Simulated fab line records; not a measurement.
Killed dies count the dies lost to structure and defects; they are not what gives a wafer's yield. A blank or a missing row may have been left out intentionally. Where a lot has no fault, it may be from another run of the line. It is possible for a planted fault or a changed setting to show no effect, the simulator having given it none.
Which tool was responsible? + flow gf180mcu + 13 lots with 39 wafers sampled at 3 steps, on a route of 602 steps

WHAT EACH GAUGE READ, for each wafer
GF_MIM_THK_MEAS_06. Usual: MIM_CVD_05_THK typically reads 42.0 nm, with standard deviation 0.51.
| lot  | measured     | on            | MIM_CVD_05_THK (nm) | flag |
|------|--------------|---------------|---------------------|------|
| L978 | day 24 21:58 | film metro-02 | 41.5 42.0 42.0      |      |
| L979 | day 25 00:26 | film metro-02 | 41.6 42.1 42.8      |      |
| L981 | day 25 11:49 | film metro-02 | 42.0 41.2 42.4      |      |
| L982 | day 26 19:19 | film metro-01 | 42.3 42.2 43.1      |      |
| L984 | day 26 23:06 | film metro-04 | 41.4 42.2 41.9      |      |
| L985 | day 27 04:16 | film metro-04 | 41.7 42.4 42.3      |      |
| L986 | day 27 20:20 | film metro-04 | 41.6 42.0 42.0      |      |
| L988 | day 28 00:11 | film metro-04 | 41.5 42.5 42.5      |      |
| L991 | day 28 23:43 | film metro-04 | 41.7 42.4 42.4      |      |
| L997 | day 31 02:30 | film metro-04 | 42.4 42.4 43.0      |      |
| L999 | day 31 07:14 | film metro-01 | 42.0 41.7 42.0      |      |
| L998 | day 31 07:26 | film metro-01 | 42.2 41.9 43.0      |      |
| L100 | day 31 12:22 | film metro-02 | 41.7 42.4 42.6      |      |

EACH LOT AND THE TOOL THAT RAN IT (in order: tool; ch and the chambers of the sampled wafers; start)
| lot  | GF_MIM_SPUTTER_00            | GF_MIM_SPUTTER_03            |
|------|------------------------------|------------------------------|
| L978 | pvd sputter-04, day 24 21:41 | pvd sputter-04, day 24 21:51 |
| L979 | pvd sputter-02, day 25 00:10 | pvd sputter-02, day 25 00:20 |
| L981 | pvd sputter-04, day 25 11:34 | pvd sputter-04, day 25 11:43 |
| L982 | pvd sputter-03, day 26 19:04 | pvd sputter-03, day 26 19:13 |
| L984 | pvd sputter-03, day 26 22:50 | pvd sputter-03, day 26 23:00 |
| L985 | pvd sputter-03, day 27 04:01 | pvd sputter-03, day 27 04:11 |
| L986 | pvd sputter-04, day 27 20:02 | pvd sputter-04, day 27 20:12 |
| L988 | pvd sputter-03, day 27 23:56 | pvd sputter-03, day 28 00:06 |
| L991 | pvd sputter-03, day 28 23:26 | pvd sputter-03, day 28 23:36 |
| L997 | pvd sputter-04, day 31 02:14 | pvd sputter-04, day 31 02:23 |
| L999 | pvd sputter-02, day 31 06:59 | pvd sputter-02, day 31 07:08 |
| L998 | pvd sputter-03, day 31 07:11 | pvd sputter-03, day 31 07:20 |
| L100 | pvd sputter-03, day 31 12:07 | pvd sputter-03, day 31 12:16 |
- GF_MIM_SPUTTER_00: material Ti, target thk 37.5 nm, time 150 s.
- GF_MIM_SPUTTER_03: material Ti, target thk 10 nm, time 6.7 s.

WHAT THE TOOLS THEMSELVES READ (means of the sampled wafers that have a number; where no wafer has one, the mark that the record gives instead)
GF_MIM_SPUTTER_00. Usual: chamber pressure pa 2.000 Pa, standard deviation 0.0042; throttle valve pct 30.6 %, standard deviation 1.2.
| lot  | tool           | chamber pressure pa (Pa) | throttle valve pct (%) | flag |
|------|----------------|--------------------------|------------------------|------|
| L978 | pvd sputter-04 | 2.001                    | 30.0                   |      |
| L979 | pvd sputter-02 | 2.004                    | 29.3                   |      |
| L981 | pvd sputter-04 | 1.997                    | 29.5                   |      |
| L982 | pvd sputter-03 | 1.997                    | 32.0                   |      |
| L984 | pvd sputter-03 | 2.002                    | 30.8                   |      |
| L985 | pvd sputter-03 | 1.998                    | 30.9                   |      |
| L986 | pvd sputter-04 | 2.004                    | 30.0                   |      |
| L988 | pvd sputter-03 | 2.000                    | 30.8                   |      |
| L991 | pvd sputter-03 | 2.048                    | 31.3                   | OFF  |
| L997 | pvd sputter-04 | 2.004                    | 30.3                   |      |
| L999 | pvd sputter-02 | 2.000                    | 29.7                   |      |
| L998 | pvd sputter-03 | 2.000                    | 30.7                   |      |
| L100 | pvd sputter-03 | 1.997                    | 30.9                   |      |

GF_MIM_SPUTTER_03. Usual: chamber pressure pa 0.3000 Pa, standard deviation 0.00063; throttle valve pct 30.6 %, standard deviation 1.3.
| lot  | tool           | chamber pressure pa (Pa) | throttle valve pct (%) | flag |
|------|----------------|--------------------------|------------------------|------|
| L978 | pvd sputter-04 | 0.2996                   | 29.9                   |      |
| L979 | pvd sputter-02 | 0.2999                   | 29.5                   |      |
| L981 | pvd sputter-04 | 0.3000                   | 29.7                   |      |
| L982 | pvd sputter-03 | 0.3001                   | 31.9                   |      |
| L984 | pvd sputter-03 | 0.3002                   | 30.9                   |      |
| L985 | pvd sputter-03 | 0.2994                   | 30.9                   |      |
| L986 | pvd sputter-04 | 0.3001                   | 29.9                   |      |
| L988 | pvd sputter-03 | 0.2999                   | 30.8                   |      |
| L991 | pvd sputter-03 | 0.3006                   | 31.8                   |      |
| L997 | pvd sputter-04 | 0.3003                   | 30.3                   |      |
| L999 | pvd sputter-02 | 0.2999                   | 29.8                   |      |
| L998 | pvd sputter-03 | 0.2997                   | 30.8                   |      |
| L100 | pvd sputter-03 | 0.3001                   | 31.0                   |      |

THE ANSWER, worked out from the rows above alone
Rule: a lot counts as off when the mean over its wafers that have a number is more than 3 standard deviations away from the usual mean. A lot without any number at a reading at which 4 lots or more have one is off too. All remaining lots with rows at the step are treated as sound. The gauges are gone through in route order, then the tools' own readings, and for those a lot's mean is taken as printed above. The first step at which some lot is off is used, and at that step the reading that is off furthest; a lot without a number counts as furthest.
Off: L991 (GF_MIM_SPUTTER_00, chamber pressure pa).
A tool fits if, at that step or a process step before it, it ran every lot that is off, and no sound lot after the first of them. None of those tried fits.

WHAT HAD BEEN PUT IN BY THE SIMULATOR
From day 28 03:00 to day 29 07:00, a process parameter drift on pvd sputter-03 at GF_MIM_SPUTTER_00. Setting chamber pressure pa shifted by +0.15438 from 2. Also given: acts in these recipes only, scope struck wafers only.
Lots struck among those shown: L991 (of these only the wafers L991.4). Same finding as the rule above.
